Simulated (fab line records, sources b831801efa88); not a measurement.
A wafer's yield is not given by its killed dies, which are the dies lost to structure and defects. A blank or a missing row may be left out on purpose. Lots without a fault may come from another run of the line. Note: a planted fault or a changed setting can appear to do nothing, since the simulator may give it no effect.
Chamber matching + flow sky130 + SKY_VIA3_CMP_02 on cmp-01 has 4 sister chambers
The step polishes SiO2. 4 wafers are shown with their chamber, then 7 later ones without.

## WAFERS WITH THEIR CHAMBER
| wafer  | chamber | motor current A (A) |
|--------|---------|---------------------|
| L792.6 | 1       | 12.4                |
| L796.6 | 3       | 10.8                |
| L799.1 | 0       | 11.7                |
| L799.3 | 2       | 13.3                |

## WAFERS MISSING THEIR CHAMBER
| wafer  | motor current A (A) |
|--------|---------------------|
| L799.6 | 11.4                |
| L800.2 | 13.7                |
| L800.4 | 10.2                |
| L800.5 | 11.4                |
| L811.1 | 12.3                |
| L811.3 | 13.6                |
| L811.6 | 12.0                |

## WHICH CHAMBER EACH ONE RAN IN
| wafer  | from the rows above          | in truth |
|--------|------------------------------|----------|
| L799.6 | can't be placed: 0 or 3 or 1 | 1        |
| L800.2 | 2                            | 2        |
| L800.4 | 3                            | 3        |
| L800.5 | can't be placed: 0 or 3 or 1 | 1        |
| L811.1 | can't be placed: 1 or 0      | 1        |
| L811.3 | 2                            | 2        |
| L811.6 | can't be placed: 0 or 1      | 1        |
Correct placement for 3 of the 7. Can't be placed from these rows: 4 (the true chamber is among the candidates in 4). Wrongly placed: 0.
How it was worked out, from the rows above alone: a wafer's distance from a chamber is the root of the sum, over the readings, of the square of ((its reading less the chamber's mean) divided by the reading's scatter). The wafer belongs to the nearest chamber; if the next one is less than 2 further off, it can't be placed. A chamber's mean is the mean of its shown wafers. The scatter: root of mean squared gap, hidden wafer to nearest shown wafer, with one shown wafer a chamber.
